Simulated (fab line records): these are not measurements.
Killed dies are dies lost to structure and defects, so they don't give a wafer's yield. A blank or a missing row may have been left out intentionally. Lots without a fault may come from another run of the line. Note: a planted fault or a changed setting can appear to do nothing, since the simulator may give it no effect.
What tool caused it? || flow sky130 || 12 lots, 34 wafers sampled, at 5 steps of a route of 708

## WHAT EACH GAUGE READ, for each wafer
SKY_VT_ADJUST_PCH_OVL_MEAS_07. Usual: VT_ADJUST_PCH_OVL gives -0.4 nm (standard deviation 1.6).
{"lot": "L406", "measured": "day 10 09:03", "on": "overlay-02", "VT_ADJUST_PCH_OVL (nm)": "-0.2 -1.1 0.6", "flag": ""}
{"lot": "L407", "measured": "day 10 13:03", "on": "overlay-01", "VT_ADJUST_PCH_OVL (nm)": "-0.8 1.2 -1.2", "flag": ""}
{"lot": "L410", "measured": "day 11 12:51", "on": "overlay-02", "VT_ADJUST_PCH_OVL (nm)": "-1.5 -1.1 -2.0", "flag": ""}
{"lot": "L415", "measured": "day 12 23:35", "on": "overlay-02", "VT_ADJUST_PCH_OVL (nm)": "-3.3 -2.1 -2.9", "flag": ""}
{"lot": "L416", "measured": "day 13 09:32", "on": "overlay-02", "VT_ADJUST_PCH_OVL (nm)": "-1.1 -1.8 -0.5", "flag": ""}
{"lot": "L417", "measured": "day 13 18:55", "on": "overlay-01", "VT_ADJUST_PCH_OVL (nm)": "1.3 0.2", "flag": ""}
{"lot": "L419", "measured": "day 14 04:23", "on": "overlay-02", "VT_ADJUST_PCH_OVL (nm)": "1.3 3.0", "flag": ""}
{"lot": "L424", "measured": "day 16 06:39", "on": "overlay-01", "VT_ADJUST_PCH_OVL (nm)": "3.3 0.5 0.4", "flag": ""}
{"lot": "L425", "measured": "day 16 18:54", "on": "overlay-02", "VT_ADJUST_PCH_OVL (nm)": "-0.3 -0.5 -1.5", "flag": ""}
{"lot": "L427", "measured": "day 17 00:37", "on": "overlay-01", "VT_ADJUST_PCH_OVL (nm)": "2.0 2.3 1.7", "flag": ""}
{"lot": "L428", "measured": "day 17 11:00", "on": "overlay-02", "VT_ADJUST_PCH_OVL (nm)": "-2.6 -1.2 -1.3", "flag": ""}
{"lot": "L429", "measured": "day 17 14:15", "on": "overlay-01", "VT_ADJUST_PCH_OVL (nm)": "-0.2 -2.5 -2.1", "flag": ""}

SKY_CONTACT_THK_MEAS_01. Usual: CONTACT_CVD_00_THK gives 75.1 nm (standard deviation 0.9).
{"lot": "L406", "measured": "day 29 20:12", "on": "film_metro-02", "CONTACT_CVD_00_THK (nm)": "73.9 74.6 75.9", "flag": ""}
{"lot": "L407", "measured": "day 30 11:30", "on": "film_metro-02", "CONTACT_CVD_00_THK (nm)": "75.6 73.9 74.8", "flag": ""}
{"lot": "L410", "measured": "day 32 16:16", "on": "film_metro-02", "CONTACT_CVD_00_THK (nm)": "74.9 74.6 75.7", "flag": ""}
{"lot": "L415", "measured": "day 33 08:50", "on": "film_metro-01", "CONTACT_CVD_00_THK (nm)": "74.0 74.5 76.1", "flag": ""}
{"lot": "L416", "measured": "day 33 12:47", "on": "film_metro-02", "CONTACT_CVD_00_THK (nm)": "106.3 105.5 75.6", "flag": "OFF"}
{"lot": "L417", "measured": "day 33 22:31", "on": "film_metro-02", "CONTACT_CVD_00_THK (nm)": "105.6 75.3", "flag": "OFF"}
{"lot": "L419", "measured": "day 34 08:16", "on": "film_metro-01", "CONTACT_CVD_00_THK (nm)": "104.3 75.1", "flag": "OFF"}
{"lot": "L424", "measured": "day 36 09:44", "on": "film_metro-01", "CONTACT_CVD_00_THK (nm)": "73.7 74.9 76.0", "flag": ""}
{"lot": "L425", "measured": "day 36 20:59", "on": "film_metro-02", "CONTACT_CVD_00_THK (nm)": "73.2 74.6 74.8", "flag": ""}
{"lot": "L427", "measured": "day 36 22:12", "on": "film_metro-02", "CONTACT_CVD_00_THK (nm)": "75.1 76.2 76.4", "flag": ""}
{"lot": "L428", "measured": "day 37 10:49", "on": "film_metro-01", "CONTACT_CVD_00_THK (nm)": "75.0 74.3 75.8", "flag": ""}
{"lot": "L429", "measured": "day 37 15:30", "on": "film_metro-04", "CONTACT_CVD_00_THK (nm)": "75.3 75.2 75.6", "flag": ""}

## EACH LOT AND THE TOOL THAT RAN IT (in order: tool; ch and the chambers of the sampled wafers; start)
{"lot": "L406", "SKY_DNWELL_STRIP_08": "plasma_asher-03 ch 0, day 3 05:11", "SKY_SONOS_ONO_ETCH_15": "rie_diel-03 ch 0,1,3, day 12 14:07", "SKY_CONTACT_CVD_00": "pecvd-03 ch 0,2, day 29 20:10"}
{"lot": "L407", "SKY_DNWELL_STRIP_08": "plasma_asher-01 ch 0,1, day 3 09:29", "SKY_SONOS_ONO_ETCH_15": "rie_diel-04 ch 0,2,3, day 12 19:39", "SKY_CONTACT_CVD_00": "pecvd-01 ch 0,1,2, day 30 11:28"}
{"lot": "L410", "SKY_DNWELL_STRIP_08": "plasma_asher-01 ch 0,1, day 4 02:20", "SKY_SONOS_ONO_ETCH_15": "rie_diel-04 ch 0,1, day 14 20:36", "SKY_CONTACT_CVD_00": "pecvd-01 ch 0,2, day 32 16:13"}
{"lot": "L415", "SKY_DNWELL_STRIP_08": "plasma_asher-04 ch 0, day 5 02:53", "SKY_SONOS_ONO_ETCH_15": "rie_diel-03 ch 0,3, day 15 08:39", "SKY_CONTACT_CVD_00": "pecvd-03 ch 0,1,2, day 33 08:47"}
{"lot": "L416", "SKY_DNWELL_STRIP_08": "plasma_asher-01 ch 0,1, day 5 12:38", "SKY_SONOS_ONO_ETCH_15": "rie_diel-04 ch 1,2,3, day 15 16:04", "SKY_CONTACT_CVD_00": "pecvd-03 ch 1,2, day 33 12:45"}
{"lot": "L417", "SKY_DNWELL_STRIP_08": "plasma_asher-04 ch 0,1, day 5 19:09", "SKY_SONOS_ONO_ETCH_15": "rie_diel-04 ch 1,2, day 16 06:44", "SKY_CONTACT_CVD_00": "pecvd-03 ch 0,2, day 33 22:28"}
{"lot": "L419", "SKY_DNWELL_STRIP_08": "plasma_asher-03 ch 1, day 6 03:02", "SKY_SONOS_ONO_ETCH_15": "rie_diel-03 ch 0,3, day 16 17:25", "SKY_CONTACT_CVD_00": "pecvd-03 ch 1,2, day 34 08:13"}
{"lot": "L424", "SKY_DNWELL_STRIP_08": "plasma_asher-01 ch 0,1, day 7 12:15", "SKY_SONOS_ONO_ETCH_15": "rie_diel-04 ch 1,2, day 19 01:36", "SKY_CONTACT_CVD_00": "pecvd-04 ch 0,1,2, day 36 09:41"}
{"lot": "L425", "SKY_DNWELL_STRIP_08": "plasma_asher-04 ch 0,1, day 7 19:33", "SKY_SONOS_ONO_ETCH_15": "rie_diel-03 ch 0,2, day 19 15:06", "SKY_CONTACT_CVD_00": "pecvd-03 ch 0,1, day 36 20:57"}
{"lot": "L427", "SKY_DNWELL_STRIP_08": "plasma_asher-01 ch 0,1, day 8 01:29", "SKY_SONOS_ONO_ETCH_15": "rie_diel-04 ch 0,3, day 19 17:46", "SKY_CONTACT_CVD_00": "pecvd-04 ch 0,1,2, day 36 22:10"}
{"lot": "L428", "SKY_DNWELL_STRIP_08": "plasma_asher-01 ch 0,1, day 8 08:27", "SKY_SONOS_ONO_ETCH_15": "rie_diel-04 ch 0,1,3, day 20 09:30", "SKY_CONTACT_CVD_00": "pecvd-03 ch 1,2, day 37 10:47"}
{"lot": "L429", "SKY_DNWELL_STRIP_08": "plasma_asher-03 ch 0,1, day 8 10:21", "SKY_SONOS_ONO_ETCH_15": "rie_diel-03 ch 0,1,2, day 20 10:14", "SKY_CONTACT_CVD_00": "pecvd-03 ch 0,1,2, day 37 15:28"}
- SKY_DNWELL_STRIP_08: strips in O2/N2.
- SKY_SONOS_ONO_ETCH_15: etches the open film in CHF3/O2, target depth 19.52 nm, time 7.8 s.
- SKY_CONTACT_CVD_00: deposits Si3N4, target thk 75 nm.

## WHAT THE TOOLS THEMSELVES READ (means of the sampled wafers that have a number; where no wafer has one, the mark that the record gives instead)
SKY_DNWELL_STRIP_08. Usual: drypump_motor_current_A 5.8 A, standard deviation 0.54; oes_product_au 0.723 a.u., standard deviation 0.0046; strip_time_to_endpoint_s 36.88 s, standard deviation 0.1.
{"lot": "L406", "tool": "plasma_asher-03", "drypump_motor_current_A (A)": 5.6, "oes_product_au (a.u.)": 0.720, "strip_time_to_endpoint_s (s)": 36.98, "flag": ""}
{"lot": "L407", "tool": "plasma_asher-01", "drypump_motor_current_A (A)": 5.4, "oes_product_au (a.u.)": 0.725, "strip_time_to_endpoint_s (s)": 37.01, "flag": ""}
{"lot": "L410", "tool": "plasma_asher-01", "drypump_motor_current_A (A)": 5.5, "oes_product_au (a.u.)": 0.727, "strip_time_to_endpoint_s (s)": 36.90, "flag": ""}
{"lot": "L415", "tool": "plasma_asher-04", "drypump_motor_current_A (A)": 6.4, "oes_product_au (a.u.)": 0.726, "strip_time_to_endpoint_s (s)": 36.84, "flag": ""}
{"lot": "L416", "tool": "plasma_asher-01", "drypump_motor_current_A (A)": 5.4, "oes_product_au (a.u.)": 0.726, "strip_time_to_endpoint_s (s)": 36.78, "flag": ""}
{"lot": "L417", "tool": "plasma_asher-04", "drypump_motor_current_A (A)": 6.0, "oes_product_au (a.u.)": 0.724, "strip_time_to_endpoint_s (s)": 36.80, "flag": ""}
{"lot": "L419", "tool": "plasma_asher-03", "drypump_motor_current_A (A)": 5.8, "oes_product_au (a.u.)": 0.718, "strip_time_to_endpoint_s (s)": 36.90, "flag": ""}
{"lot": "L424", "tool": "plasma_asher-01", "drypump_motor_current_A (A)": 5.9, "oes_product_au (a.u.)": 0.722, "strip_time_to_endpoint_s (s)": 37.08, "flag": ""}
{"lot": "L425", "tool": "plasma_asher-04", "drypump_motor_current_A (A)": 5.8, "oes_product_au (a.u.)": 0.722, "strip_time_to_endpoint_s (s)": 36.87, "flag": ""}
{"lot": "L427", "tool": "plasma_asher-01", "drypump_motor_current_A (A)": 5.4, "oes_product_au (a.u.)": 0.716, "strip_time_to_endpoint_s (s)": 36.94, "flag": ""}
{"lot": "L428", "tool": "plasma_asher-01", "drypump_motor_current_A (A)": 5.4, "oes_product_au (a.u.)": 0.725, "strip_time_to_endpoint_s (s)": 36.91, "flag": ""}
{"lot": "L429", "tool": "plasma_asher-03", "drypump_motor_current_A (A)": 5.7, "oes_product_au (a.u.)": 0.725, "strip_time_to_endpoint_s (s)": 36.85, "flag": ""}

SKY_SONOS_ONO_ETCH_15. Usual: drypump_motor_current_A 5.9 A, standard deviation 0.31; oes_product_au 0.997 a.u., standard deviation 0.0078; throttle_valve_pct 8.823 %, standard deviation 0.0099.
{"lot": "L406", "tool": "rie_diel-03", "drypump_motor_current_A (A)": 5.9, "oes_product_au (a.u.)": 1.000, "throttle_valve_pct (%)": 8.817, "flag": ""}
{"lot": "L407", "tool": "rie_diel-04", "drypump_motor_current_A (A)": 5.9, "oes_product_au (a.u.)": 1.001, "throttle_valve_pct (%)": 8.819, "flag": ""}
{"lot": "L410", "tool": "rie_diel-04", "drypump_motor_current_A (A)": 5.8, "oes_product_au (a.u.)": 0.987, "throttle_valve_pct (%)": 8.817, "flag": ""}
{"lot": "L415", "tool": "rie_diel-03", "drypump_motor_current_A (A)": 6.0, "oes_product_au (a.u.)": 0.995, "throttle_valve_pct (%)": 8.815, "flag": ""}
{"lot": "L416", "tool": "rie_diel-04", "drypump_motor_current_A (A)": 5.9, "oes_product_au (a.u.)": 0.991, "throttle_valve_pct (%)": 8.821, "flag": ""}
{"lot": "L417", "tool": "rie_diel-04", "drypump_motor_current_A (A)": 5.8, "oes_product_au (a.u.)": 0.999, "throttle_valve_pct (%)": 8.823, "flag": ""}
{"lot": "L419", "tool": "rie_diel-03", "drypump_motor_current_A (A)": 6.2, "oes_product_au (a.u.)": 0.992, "throttle_valve_pct (%)": 8.820, "flag": ""}
{"lot": "L424", "tool": "rie_diel-04", "drypump_motor_current_A (A)": 5.8, "oes_product_au (a.u.)": 0.998, "throttle_valve_pct (%)": 8.821, "flag": ""}
{"lot": "L425", "tool": "rie_diel-03", "drypump_motor_current_A (A)": 6.4, "oes_product_au (a.u.)": 0.992, "throttle_valve_pct (%)": 8.819, "flag": ""}
{"lot": "L427", "tool": "rie_diel-04", "drypump_motor_current_A (A)": 5.9, "oes_product_au (a.u.)": 0.998, "throttle_valve_pct (%)": 8.825, "flag": ""}
{"lot": "L428", "tool": "rie_diel-04", "drypump_motor_current_A (A)": 5.8, "oes_product_au (a.u.)": 0.996, "throttle_valve_pct (%)": 8.832, "flag": ""}
{"lot": "L429", "tool": "rie_diel-03", "drypump_motor_current_A (A)": 6.0, "oes_product_au (a.u.)": 0.994, "throttle_valve_pct (%)": 8.827, "flag": ""}

SKY_CONTACT_CVD_00. Usual: heater_power_w reads 709 W (standard deviation 87).
{"lot": "L406", "tool": "pecvd-03", "heater_power_w (W)": 792, "flag": ""}
{"lot": "L407", "tool": "pecvd-01", "heater_power_w (W)": 727, "flag": ""}
{"lot": "L410", "tool": "pecvd-01", "heater_power_w (W)": 754, "flag": ""}
{"lot": "L415", "tool": "pecvd-03", "heater_power_w (W)": 759, "flag": ""}
{"lot": "L416", "tool": "pecvd-03", "heater_power_w (W)": 765, "flag": ""}
{"lot": "L417", "tool": "pecvd-03", "heater_power_w (W)": 744, "flag": ""}
{"lot": "L419", "tool": "pecvd-03", "heater_power_w (W)": 714, "flag": ""}
{"lot": "L424", "tool": "pecvd-04", "heater_power_w (W)": 602, "flag": ""}
{"lot": "L425", "tool": "pecvd-03", "heater_power_w (W)": 730, "flag": ""}
{"lot": "L427", "tool": "pecvd-04", "heater_power_w (W)": 614, "flag": ""}
{"lot": "L428", "tool": "pecvd-03", "heater_power_w (W)": 743, "flag": ""}
{"lot": "L429", "tool": "pecvd-03", "heater_power_w (W)": 755, "flag": ""}

## THE ANSWER, worked out from the rows above alone
Rule: a lot counts as off when the mean over its wafers that have a number is more than 3 standard deviations away from the usual mean. A lot without any number at a reading at which 4 lots or more have one is off too. Any other lot the step has rows for is counted as sound. The gauges are gone through in route order, then the tools' own readings, and for those a lot's mean is taken as printed above. At the first step where some lot is off, the reading lying furthest off is the one used; lots without a number count as furthest.
Off: L416, L417, L419, at SKY_CONTACT_THK_MEAS_01 (CONTACT_CVD_00_THK).
If a tool, at a process step before that reading, ran all the lots that are off and no sound lot after the first of them, it fits. Those tools and the gauges at SKY_CONTACT_THK_MEAS_01 are tried in the same way. Of those tried, none fits.

## WHAT HAD BEEN PUT IN BY THE SIMULATOR
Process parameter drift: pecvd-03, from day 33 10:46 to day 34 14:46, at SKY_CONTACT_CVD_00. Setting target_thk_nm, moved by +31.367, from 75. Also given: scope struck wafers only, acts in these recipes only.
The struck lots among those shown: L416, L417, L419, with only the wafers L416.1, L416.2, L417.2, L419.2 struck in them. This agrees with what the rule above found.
